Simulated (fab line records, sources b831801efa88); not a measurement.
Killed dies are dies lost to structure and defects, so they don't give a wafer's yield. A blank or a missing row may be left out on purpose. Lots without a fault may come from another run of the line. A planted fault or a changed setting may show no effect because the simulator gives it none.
A struck lot beside a sound one | flow gf180mcu | 15 steps out of a route of 602
Sound: wafers L198.1, L198.2, L198.6. Struck: wafers L211.1, L211.4, L211.5. The cause comes at the end.
At each step with rows: each side's tool, then ch and its chambers, then its first start. Under that, the readings that differ: sound wafers | struck wafers | difference of the means | sigmas: that difference in standard deviations of wafers without a fault.
alike: readings whose means differ by less than 2 such deviations, and words and numbers that are the same on both sides. not compared: withheld readings, readings that some wafer has no value for, bounds like >300 that may hide the same value, and numbers for which the record gives no deviation and whose values overlap.
The two part at a step that has a row with sigmas, a row that says differs or no value, or rows on one side only. Numbers that don't overlap but have no deviation are shown without sigmas and don't part them. A reading that every wafer of one side lacks parts them only if that side has two wafers or more.

first, 2 steps without rows for these wafers: GF_M4_PEB_12 (peb time 90 s); GF_M4_DEVELOP_13 (develop time 60 s).
GF_M4_CD_MEAS_14: target cd 280 nm.
  sound on cd_sem-01, day 23 11:24; struck on cd_sem-01, day 28 00:10
  alike: cd_nm
GF_M4_OVL_MEAS_15:
  sound on overlay-01, day 23 11:31; struck on overlay-01, day 28 00:17
  alike: M4_OVL
GF_M4_METAL_ETCH_16: etches the open film in Cl2/BCl3, stops on SiO2, target depth 627.5 nm, time 104.6 s.
  sound on rie_metal-04 ch 0,1, day 23 11:33; struck on rie_metal-04 ch 0,1, day 28 00:19
  alike: drypump_motor_current_A, he_backside_leak_sccm, oes_product_au, throttle_valve_pct
  not compared: rf_hours_counter_h
GF_M4_STRIP_17: strips in O2/N2.
  sound on plasma_asher-03 ch 0,1, day 23 11:40; struck on plasma_asher-03 ch 0,1, day 28 00:26
  alike: drypump_motor_current_A, heater_power_w, n2_flow_sccm, oes_product_au, strip_time_to_endpoint_s
  not compared: rf_hours_counter_h
then, 3 steps without rows for these wafers: GF_M4_STRIP_18 (strips in post etch residue remover, time 1200 s); GF_M4_CLEAN_19 (cleans in DIW); GF_V4_CVD_00 (deposits SiO2, target thk 600 nm, time 100 s).
GF_V4_THK_MEAS_01:
  sound on film_metro-04, day 23 12:19; struck on film_metro-04, day 28 01:03
  alike: V4_CVD_00_THK
GF_V4_CVD_02: deposits SiO2 from TEOS, target thk 850 nm, time 94.851 s.
  sound on pecvd-02 ch 0,1, day 23 12:23; struck on pecvd-04 ch 0,2, day 28 01:07
  alike: heater_power_w
GF_V4_THK_MEAS_03:
  sound on film_metro-03, day 23 12:27; struck on film_metro-03, day 28 01:11
  alike: V4_CVD_02_THK
GF_V4_CMP_04: polishes SiO2.
  sound on cmp-01 ch 0,1, day 23 12:34; struck on cmp-02 ch 0,1,3, day 28 01:14
  no value came back on the struck wafers for any of 6 readings (edge_zone_pressure_frac, head_pressure_psi (psi) and others); on the sound wafers edge_zone_pressure_frac reads 0.998 1.002 1.000
  reading                             | sound             | struck            | difference | sigmas
  model.SiO2_of_V4_CVD_02.thk_nm (nm) | 633.4 634.1 634.8 | 827.7 841.7 840.2 | +202.4     |
GF_V4_BOW_MEAS_05:
  sound on film_metro-04, day 23 12:49; struck on film_metro-02, day 28 01:56
  reading     | sound       | struck | difference                    | sigmas
  V4_BOW (um) | 127 138 140 | - - -  | no value on the struck wafers |
  not compared: hold
GF_PASSIVATION_PROBE_99:
  the record has rows for the sound wafers here (prober-01, day 29 05:12) and none for the struck ones

WHERE THEY PART
First at GF_V4_CMP_04; last, within this record, at GF_PASSIVATION_PROBE_99.

WHY: what the simulator had put in
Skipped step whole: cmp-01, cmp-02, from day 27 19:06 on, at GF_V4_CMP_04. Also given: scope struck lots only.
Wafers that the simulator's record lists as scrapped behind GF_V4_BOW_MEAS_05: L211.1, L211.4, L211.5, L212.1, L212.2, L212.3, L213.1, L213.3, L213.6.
